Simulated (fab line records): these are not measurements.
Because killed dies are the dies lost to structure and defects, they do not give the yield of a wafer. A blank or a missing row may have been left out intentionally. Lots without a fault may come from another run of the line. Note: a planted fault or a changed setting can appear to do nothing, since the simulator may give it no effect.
Which tool was responsible? -- flow sky130 -- 21 wafers from 7 lots sampled at 3 of the route's 708 steps

== WHAT THE GAUGES SHOWED, per wafer ==
SKY_NWELL_OVL_MEAS_23.
lot,measured,on,NWELL_01_OVL (nm)
L238,day 5 19:47,overlay-01,-0.1 -0.8 -2.7
L240,day 6 09:17,overlay-01,0.8 1.5 0.2
L246,day 7 19:18,overlay-01,-1.8 -1.4 0.6
L250,day 9 00:09,overlay-02,-0.3 -0.7 0.5
L253,day 9 14:48,overlay-02,0.5 -0.2 0.8
L256,day 10 11:12,overlay-01,1.1 -0.9 -0.3

== WHAT TOOL EACH LOT RAN ON (gives the tool, then ch and the chambers of the sampled wafers, and finally the start) ==
lot,SKY_FIELD_ISO_ETCH_17,SKY_FIELD_ISO_WET_ETCH_18
L238,"rieSi-01 ch 0,1,2, day 2 15:19","wetBench-04 ch 3, day 2 15:23"
L240,"rieSi-02 ch 1,2, day 3 02:10","wetBench-02 ch 1, day 3 02:14"
L246,"rieSi-01 ch 1,2, day 4 09:03","wetBench-01 ch 2, day 4 09:07"
L248,"rieSi-02 ch 1,3, day 4 19:46","wetBench-01 ch 1, day 4 19:50"
L250,"rieSi-01 ch 0,1,2, day 5 06:55","wetBench-01 ch 0, day 5 06:59"
L253,"rieSi-02 ch 0,1,2, day 5 20:27","wetBench-01 ch 2, day 5 20:31"
L256,"rieSi-01 ch 2,3, day 6 15:49","wetBench-04 ch 2, day 6 15:53"
- SKY_FIELD_ISO_ETCH_17: etches Si in HBr/Cl2/O2, target depth 342 nm, time 97.7 s.
- SKY_FIELD_ISO_WET_ETCH_18: etches Si3N4 in H3PO4, target depth 25 nm, time 286 s.

== THE ANSWER, worked out from the rows above alone ==
Rule: usual is defined by the lots themselves. Put in order of their means at a reading, lots are off if they are a third of the lots or fewer, leave a main group of 4 or more, and stand apart from it by a gap of 3 or more times the standard deviation of the main group's means; of several such gaps the widest counts. Not used: any main group whose means are identical at the precision the tables above print for the reading. Also off: a lot with no number at a reading for which 4 or more lots have one. Any other lot the step has rows for is counted as sound.
No lot is off at any reading shown: from this, nothing can be told.

== WHAT THE SIMULATOR PUT IN ==
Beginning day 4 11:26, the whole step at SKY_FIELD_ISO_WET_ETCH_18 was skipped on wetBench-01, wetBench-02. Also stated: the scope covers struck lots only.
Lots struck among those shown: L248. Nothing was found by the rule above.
